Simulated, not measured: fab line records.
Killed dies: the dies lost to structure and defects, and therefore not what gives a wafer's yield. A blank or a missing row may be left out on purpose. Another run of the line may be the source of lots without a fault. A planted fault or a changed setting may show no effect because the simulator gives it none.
Matching of chambers || flow sfqLine || cmp-01 running SFQ_TRILAYER_A5B_CMP_CMP_130: 4 sister chambers
The step polishes, stops on Nb, target thk 340.7 nm. 22 wafers are shown with their chamber, then 10 later ones without.

## EACH WAFER AND ITS CHAMBER
{"wafer": "L778.2", "chamber": 3, "slurryFilterDpKPa (kPa)": 13.50, "motorCurrentA (A)": 9.5}
{"wafer": "L778.3", "chamber": 2, "slurryFilterDpKPa (kPa)": 13.30, "motorCurrentA (A)": 9.1}
{"wafer": "L778.5", "chamber": 1, "slurryFilterDpKPa (kPa)": 13.49, "motorCurrentA (A)": 9.0}
{"wafer": "L779.2", "chamber": 3, "slurryFilterDpKPa (kPa)": 13.41, "motorCurrentA (A)": 9.6}
{"wafer": "L779.4", "chamber": 0, "slurryFilterDpKPa (kPa)": 13.57, "motorCurrentA (A)": 8.9}
{"wafer": "L779.6", "chamber": 3, "slurryFilterDpKPa (kPa)": 13.45, "motorCurrentA (A)": 9.2}
{"wafer": "L780.3", "chamber": 2, "slurryFilterDpKPa (kPa)": 13.48, "motorCurrentA (A)": 9.9}
{"wafer": "L780.6", "chamber": 0, "slurryFilterDpKPa (kPa)": 13.24, "motorCurrentA (A)": 9.7}
{"wafer": "L781.1", "chamber": 2, "slurryFilterDpKPa (kPa)": 13.38, "motorCurrentA (A)": 9.6}
{"wafer": "L781.2", "chamber": 1, "slurryFilterDpKPa (kPa)": 13.52, "motorCurrentA (A)": 10.0}
{"wafer": "L781.6", "chamber": 0, "slurryFilterDpKPa (kPa)": 13.59, "motorCurrentA (A)": 9.5}
{"wafer": "L782.1", "chamber": 2, "slurryFilterDpKPa (kPa)": 13.29, "motorCurrentA (A)": 10.2}
{"wafer": "L782.3", "chamber": 1, "slurryFilterDpKPa (kPa)": 13.61, "motorCurrentA (A)": 9.9}
{"wafer": "L782.5", "chamber": 2, "slurryFilterDpKPa (kPa)": 13.46, "motorCurrentA (A)": 10.1}
{"wafer": "L790.2", "chamber": 2, "slurryFilterDpKPa (kPa)": 13.40, "motorCurrentA (A)": 9.7}
{"wafer": "L790.5", "chamber": 3, "slurryFilterDpKPa (kPa)": 13.54, "motorCurrentA (A)": 9.8}
{"wafer": "L790.6", "chamber": 0, "slurryFilterDpKPa (kPa)": 13.69, "motorCurrentA (A)": 9.5}
{"wafer": "L791.4", "chamber": 1, "slurryFilterDpKPa (kPa)": 13.65, "motorCurrentA (A)": 10.1}
{"wafer": "L791.2", "chamber": 3, "slurryFilterDpKPa (kPa)": 13.34, "motorCurrentA (A)": 9.7}
{"wafer": "L791.6", "chamber": 0, "slurryFilterDpKPa (kPa)": 13.84, "motorCurrentA (A)": 9.0}
{"wafer": "L792.1", "chamber": 2, "slurryFilterDpKPa (kPa)": 13.53, "motorCurrentA (A)": 9.6}
{"wafer": "L792.5", "chamber": 0, "slurryFilterDpKPa (kPa)": 13.42, "motorCurrentA (A)": 9.5}

SIGNATURES, as means of the wafers listed above
{"reading": "slurryFilterDpKPa", "chamber 0": 13.5583, "chamber 1": 13.5675, "chamber 2": 13.4057, "chamber 3": 13.4480, "scatter within a chamber": 0.131}
{"reading": "motorCurrentA", "chamber 0": 9.350, "chamber 1": 9.750, "chamber 2": 9.743, "chamber 3": 9.560, "scatter within a chamber": 0.359}
Rule: for each reading, subtract the chamber's mean from the wafer's reading, divide by that reading's scatter and square the result; add these up over the readings and take the root, which gives the wafer's distance from the chamber. The wafer belongs to the nearest chamber; if the next one is less than 2 further off, it can't be placed. How the scatter is found: for the shown wafers, subtract from each reading the mean of its chamber, square and add these, divide the total by (wafers less chambers), then take the root.

## WAFERS WITHOUT THEIR CHAMBER
{"wafer": "L792.6", "slurryFilterDpKPa (kPa)": 13.54, "motorCurrentA (A)": 9.7}
{"wafer": "L794.2", "slurryFilterDpKPa (kPa)": 13.22, "motorCurrentA (A)": 9.8}
{"wafer": "L794.3", "slurryFilterDpKPa (kPa)": 13.50, "motorCurrentA (A)": 9.5}
{"wafer": "L794.4", "slurryFilterDpKPa (kPa)": 13.68, "motorCurrentA (A)": 10.1}
{"wafer": "L798.2", "slurryFilterDpKPa (kPa)": 13.32, "motorCurrentA (A)": 9.9}
{"wafer": "L798.3", "slurryFilterDpKPa (kPa)": 13.46, "motorCurrentA (A)": 9.5}
{"wafer": "L798.5", "slurryFilterDpKPa (kPa)": 13.54, "motorCurrentA (A)": 9.0}
{"wafer": "L801.2", "slurryFilterDpKPa (kPa)": 13.60, "motorCurrentA (A)": 9.7}
{"wafer": "L801.5", "slurryFilterDpKPa (kPa)": 13.59, "motorCurrentA (A)": 10.2}
{"wafer": "L801.6", "slurryFilterDpKPa (kPa)": 13.52, "motorCurrentA (A)": 9.7}

## CHAMBER TAKEN BY EACH
{"wafer": "L792.6", "from the rows above": "can't be placed: 1 or 3 or 0 or 2", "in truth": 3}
{"wafer": "L794.2", "from the rows above": "can't be placed: 2 or 3 or 1 or 0", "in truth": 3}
{"wafer": "L794.3", "from the rows above": "can't be placed: 3 or 0 or 1 or 2", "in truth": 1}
{"wafer": "L794.4", "from the rows above": "can't be placed: 1 or 0 or 2 or 3", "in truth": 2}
{"wafer": "L798.2", "from the rows above": "can't be placed: 2 or 3 or 1 or 0", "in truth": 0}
{"wafer": "L798.3", "from the rows above": "can't be placed: 3 or 2 or 0 or 1", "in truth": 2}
{"wafer": "L798.5", "from the rows above": "can't be placed: 0 or 3 or 1 or 2", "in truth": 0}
{"wafer": "L801.2", "from the rows above": "can't be placed: 1 or 0 or 3 or 2", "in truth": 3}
{"wafer": "L801.5", "from the rows above": "can't be placed: 1 or 2 or 3 or 0", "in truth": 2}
{"wafer": "L801.6", "from the rows above": "can't be placed: 1 or 3 or 2 or 0", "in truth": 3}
0 of 10 placed correctly. From these rows, 10 cannot be placed; in 10 the true chamber is one of the candidates. 0 placed wrongly.
